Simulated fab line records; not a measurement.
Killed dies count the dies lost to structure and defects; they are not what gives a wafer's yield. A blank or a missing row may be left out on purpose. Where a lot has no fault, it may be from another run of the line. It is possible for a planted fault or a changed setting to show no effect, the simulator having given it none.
Which of the tools did it? || flow sky130 || Sampling: 13 lots, 39 wafers, 5 of 708 route steps

== WHAT THE GAUGES SHOWED, per wafer ==
SKY_METAL3_OVL_MEAS_14.
{"lot": "L393", "measured": "day 38 16:31", "on": "overlay-02", "METAL3_OVL (nm)": "-4 -6 1"}
{"lot": "L394", "measured": "day 39 20:04", "on": "overlay-02", "METAL3_OVL (nm)": "-2 -2 6"}
{"lot": "L396", "measured": "day 40 00:40", "on": "overlay-02", "METAL3_OVL (nm)": "9 9 3"}
{"lot": "L398", "measured": "day 40 07:22", "on": "overlay-01", "METAL3_OVL (nm)": "2 5 3"}
{"lot": "L400", "measured": "day 40 22:55", "on": "overlay-02", "METAL3_OVL (nm)": "-9 -5 -6"}
{"lot": "L401", "measured": "day 41 11:55", "on": "overlay-02", "METAL3_OVL (nm)": "2 0 9"}
{"lot": "L404", "measured": "day 42 08:55", "on": "overlay-01", "METAL3_OVL (nm)": "4 6 5"}
{"lot": "L405", "measured": "day 42 11:28", "on": "overlay-02", "METAL3_OVL (nm)": "-1 2 -4"}
{"lot": "L408", "measured": "day 43 12:31", "on": "overlay-01", "METAL3_OVL (nm)": "-2 2 -4"}
{"lot": "L409", "measured": "day 43 14:37", "on": "overlay-01", "METAL3_OVL (nm)": "1 -2 -5"}
{"lot": "L410", "measured": "day 43 15:19", "on": "overlay-02", "METAL3_OVL (nm)": "-6 6 7"}
{"lot": "L411", "measured": "day 44 00:31", "on": "overlay-02", "METAL3_OVL (nm)": "-6 -4 4"}
{"lot": "L413", "measured": "day 44 10:01", "on": "overlay-01", "METAL3_OVL (nm)": "-10 -11 -7"}

SKY_VIA4_THK_MEAS_01.
{"lot": "L393", "measured": "day 41 22:47", "on": "film metro-03", "VIA4_HDPCVD_THK (nm)": "1832 1814 1832"}
{"lot": "L394", "measured": "day 43 00:22", "on": "film metro-04", "VIA4_HDPCVD_THK (nm)": "1821 1814 1801"}
{"lot": "L396", "measured": "day 43 04:56", "on": "film metro-04", "VIA4_HDPCVD_THK (nm)": "1806 1792 1792"}
{"lot": "L398", "measured": "day 43 10:59", "on": "film metro-03", "VIA4_HDPCVD_THK (nm)": "1810 1791 1828"}
{"lot": "L400", "measured": "day 43 23:30", "on": "film metro-04", "VIA4_HDPCVD_THK (nm)": "1816 1816 1816"}
{"lot": "L401", "measured": "day 44 14:07", "on": "film metro-04", "VIA4_HDPCVD_THK (nm)": "1810 1817 1816"}
{"lot": "L404", "measured": "day 45 09:28", "on": "film metro-01", "VIA4_HDPCVD_THK (nm)": "1797 1833 1788"}
{"lot": "L405", "measured": "day 45 13:06", "on": "film metro-03", "VIA4_HDPCVD_THK (nm)": "1810 1816 1788"}
{"lot": "L408", "measured": "day 46 11:02", "on": "film metro-04", "VIA4_HDPCVD_THK (nm)": "561 581 550"}
{"lot": "L409", "measured": "day 46 13:02", "on": "film metro-01", "VIA4_HDPCVD_THK (nm)": "1796 1807 1832"}
{"lot": "L410", "measured": "day 46 13:36", "on": "film metro-01", "VIA4_HDPCVD_THK (nm)": "580 606 574"}
{"lot": "L411", "measured": "day 46 22:26", "on": "film metro-03", "VIA4_HDPCVD_THK (nm)": "555 573 606"}
{"lot": "L413", "measured": "day 47 07:16", "on": "film metro-04", "VIA4_HDPCVD_THK (nm)": "1842 1827 1834"}

== EACH LOT AND THE TOOL THAT RAN IT (in order: tool; ch and the chambers of the sampled wafers; start) ==
{"lot": "L393", "SKY_METAL3_SPUTTER_03": "pvd sputter-04, day 36 12:35", "SKY_CAP2M_METAL_ETCH_13": "rie metal-03 ch 0,1, day 40 20:51", "SKY_VIA4_HDPCVD_00": "hdpcvd-02 ch 0,2, day 41 22:35"}
{"lot": "L394", "SKY_METAL3_SPUTTER_03": "pvd sputter-02, day 37 15:24", "SKY_CAP2M_METAL_ETCH_13": "rie metal-01 ch 0, day 41 22:55", "SKY_VIA4_HDPCVD_00": "hdpcvd-01 ch 1,2, day 43 00:10"}
{"lot": "L396", "SKY_METAL3_SPUTTER_03": "pvd sputter-02, day 37 21:21", "SKY_CAP2M_METAL_ETCH_13": "rie metal-03 ch 0,1, day 42 04:11", "SKY_VIA4_HDPCVD_00": "hdpcvd-01 ch 0,1, day 43 04:44"}
{"lot": "L398", "SKY_METAL3_SPUTTER_03": "pvd sputter-04, day 38 03:53", "SKY_CAP2M_METAL_ETCH_13": "rie metal-01 ch 0,1, day 42 09:44", "SKY_VIA4_HDPCVD_00": "hdpcvd-02 ch 1,2, day 43 10:49"}
{"lot": "L400", "SKY_METAL3_SPUTTER_03": "pvd sputter-02, day 38 20:40", "SKY_CAP2M_METAL_ETCH_13": "rie metal-03 ch 0,1, day 42 22:36", "SKY_VIA4_HDPCVD_00": "hdpcvd-02 ch 0,2, day 43 23:18"}
{"lot": "L401", "SKY_METAL3_SPUTTER_03": "pvd sputter-04, day 39 10:01", "SKY_CAP2M_METAL_ETCH_13": "rie metal-01 ch 0,1, day 43 13:32", "SKY_VIA4_HDPCVD_00": "hdpcvd-02 ch 0,1,2, day 44 14:00"}
{"lot": "L404", "SKY_METAL3_SPUTTER_03": "pvd sputter-02, day 40 08:25", "SKY_CAP2M_METAL_ETCH_13": "rie metal-03 ch 0,1, day 44 10:13", "SKY_VIA4_HDPCVD_00": "hdpcvd-02 ch 0,2, day 45 09:16"}
{"lot": "L405", "SKY_METAL3_SPUTTER_03": "pvd sputter-02, day 40 11:04", "SKY_CAP2M_METAL_ETCH_13": "rie metal-02 ch 0,1, day 44 14:00", "SKY_VIA4_HDPCVD_00": "hdpcvd-01 ch 0,1,2, day 45 12:55"}
{"lot": "L408", "SKY_METAL3_SPUTTER_03": "pvd sputter-01, day 41 13:02", "SKY_CAP2M_METAL_ETCH_13": "rie metal-01 ch 0,1, day 45 12:12", "SKY_VIA4_HDPCVD_00": "hdpcvd-02 ch 0,1,2, day 46 10:52"}
{"lot": "L409", "SKY_METAL3_SPUTTER_03": "pvd sputter-04, day 41 15:12", "SKY_CAP2M_METAL_ETCH_13": "rie metal-01 ch 0,1, day 45 13:59", "SKY_VIA4_HDPCVD_00": "hdpcvd-01 ch 0,1,2, day 46 12:50"}
{"lot": "L410", "SKY_METAL3_SPUTTER_03": "pvd sputter-01, day 41 16:07", "SKY_CAP2M_METAL_ETCH_13": "rie metal-01 ch 0,1, day 45 14:48", "SKY_VIA4_HDPCVD_00": "hdpcvd-02 ch 0,1,2, day 46 13:24"}
{"lot": "L411", "SKY_METAL3_SPUTTER_03": "pvd sputter-01, day 42 02:07", "SKY_CAP2M_METAL_ETCH_13": "rie metal-02 ch 0,1, day 45 23:52", "SKY_VIA4_HDPCVD_00": "hdpcvd-02 ch 0,1, day 46 22:15"}
{"lot": "L413", "SKY_METAL3_SPUTTER_03": "pvd sputter-01, day 42 10:26", "SKY_CAP2M_METAL_ETCH_13": "rie metal-02 ch 0,1, day 46 07:53", "SKY_VIA4_HDPCVD_00": "hdpcvd-01 ch 0,2, day 47 07:04"}
- SKY_METAL3_SPUTTER_03: material Ti, target thk 5 nm, time 3.3 s.
- SKY_CAP2M_METAL_ETCH_13: etches TiN in Cl2/BCl3, stops on SiO2, target depth 220 nm, time 62.9 s.
- SKY_VIA4_HDPCVD_00: deposits SiO2, target thk 1750 nm, time 300.4 s.

== WHAT THE TOOLS THEMSELVES READ (means of the sampled wafers that have a number; where no wafer has one, the mark that the record gives instead) ==
SKY_METAL3_SPUTTER_03.
{"lot": "L393", "tool": "pvd sputter-04", "throttle valve pct (%)": 29.7}
{"lot": "L394", "tool": "pvd sputter-02", "throttle valve pct (%)": 28.6}
{"lot": "L396", "tool": "pvd sputter-02", "throttle valve pct (%)": 29.7}
{"lot": "L398", "tool": "pvd sputter-04", "throttle valve pct (%)": 29.9}
{"lot": "L400", "tool": "pvd sputter-02", "throttle valve pct (%)": 29.4}
{"lot": "L401", "tool": "pvd sputter-04", "throttle valve pct (%)": 29.9}
{"lot": "L404", "tool": "pvd sputter-02", "throttle valve pct (%)": 28.9}
{"lot": "L405", "tool": "pvd sputter-02", "throttle valve pct (%)": 28.9}
{"lot": "L408", "tool": "pvd sputter-01", "throttle valve pct (%)": 30.1}
{"lot": "L409", "tool": "pvd sputter-04", "throttle valve pct (%)": 29.9}
{"lot": "L410", "tool": "pvd sputter-01", "throttle valve pct (%)": 30.6}
{"lot": "L411", "tool": "pvd sputter-01", "throttle valve pct (%)": 31.5}
{"lot": "L413", "tool": "pvd sputter-01", "throttle valve pct (%)": 30.5}

SKY_CAP2M_METAL_ETCH_13.
{"lot": "L393", "tool": "rie metal-03", "drypump motor current A (A)": 5.60, "oes product au (a.u.)": 0.951, "throttle valve pct (%)": 21.914}
{"lot": "L394", "tool": "rie metal-01", "drypump motor current A (A)": 6.07, "oes product au (a.u.)": 0.949, "throttle valve pct (%)": 21.902}
{"lot": "L396", "tool": "rie metal-03", "drypump motor current A (A)": 5.60, "oes product au (a.u.)": 0.944, "throttle valve pct (%)": 21.901}
{"lot": "L398", "tool": "rie metal-01", "drypump motor current A (A)": 5.99, "oes product au (a.u.)": 0.946, "throttle valve pct (%)": 21.898}
{"lot": "L400", "tool": "rie metal-03", "drypump motor current A (A)": 5.63, "oes product au (a.u.)": 0.935, "throttle valve pct (%)": 21.899}
{"lot": "L401", "tool": "rie metal-01", "drypump motor current A (A)": 5.96, "oes product au (a.u.)": 0.949, "throttle valve pct (%)": 21.901}
{"lot": "L404", "tool": "rie metal-03", "drypump motor current A (A)": 5.72, "oes product au (a.u.)": 0.943, "throttle valve pct (%)": 21.900}
{"lot": "L405", "tool": "rie metal-02", "drypump motor current A (A)": 5.64, "oes product au (a.u.)": 0.945, "throttle valve pct (%)": 21.895}
{"lot": "L408", "tool": "rie metal-01", "drypump motor current A (A)": 5.88, "oes product au (a.u.)": 0.943, "throttle valve pct (%)": 21.891}
{"lot": "L409", "tool": "rie metal-01", "drypump motor current A (A)": 5.86, "oes product au (a.u.)": 0.945, "throttle valve pct (%)": 21.909}
{"lot": "L410", "tool": "rie metal-01", "drypump motor current A (A)": 5.87, "oes product au (a.u.)": 0.953, "throttle valve pct (%)": 21.889}
{"lot": "L411", "tool": "rie metal-02", "drypump motor current A (A)": 5.63, "oes product au (a.u.)": 0.929, "throttle valve pct (%)": 21.902}
{"lot": "L413", "tool": "rie metal-02", "drypump motor current A (A)": 5.89, "oes product au (a.u.)": 0.942, "throttle valve pct (%)": 21.896}

== THE ANSWER, worked out from the rows above alone ==
Rule: usual is defined by the lots themselves. Put in order of their means at a reading, lots are off if they are a third of the lots or fewer, leave a main group of 4 or more, and stand apart from it by a gap of 3 or more times the standard deviation of the main group's means; of several such gaps the widest counts. A main group is skipped when, at the precision printed for the reading in the tables above, its means are all equal. Also off: a lot with no number at a reading for which 4 or more lots have one. All remaining lots with rows at the step are treated as sound. After the gauges, taken in route order, come the tools' own readings; for these a lot's mean is taken, as printed above. The first step at which some lot is off is used, and at that step the reading that is off furthest; a lot without a number counts as furthest.
Off: at SKY_VIA4_THK_MEAS_01 (VIA4_HDPCVD_THK), L408, L410, L411. Main group: mean 1813 nm, sd 10.
If a tool, at a process step before that reading, ran all the lots that are off and no sound lot after the first of them, it fits. Those tools and the gauges at SKY_VIA4_THK_MEAS_01 are tried in the same way. One candidate fits, namely hdpcvd-02 at SKY_VIA4_HDPCVD_00. A fault onset in the window from L404 (day 45 09:16, its last sound lot) to L408 (day 46 10:52, its first lot off) fits.

== WHAT HAD BEEN PUT IN BY THE SIMULATOR ==
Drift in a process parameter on hdpcvd-02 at SKY_VIA4_HDPCVD_00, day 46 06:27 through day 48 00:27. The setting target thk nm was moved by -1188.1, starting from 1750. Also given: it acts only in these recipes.
Shown lots that were struck: L408, L410, L411. The same result came from the rule above.
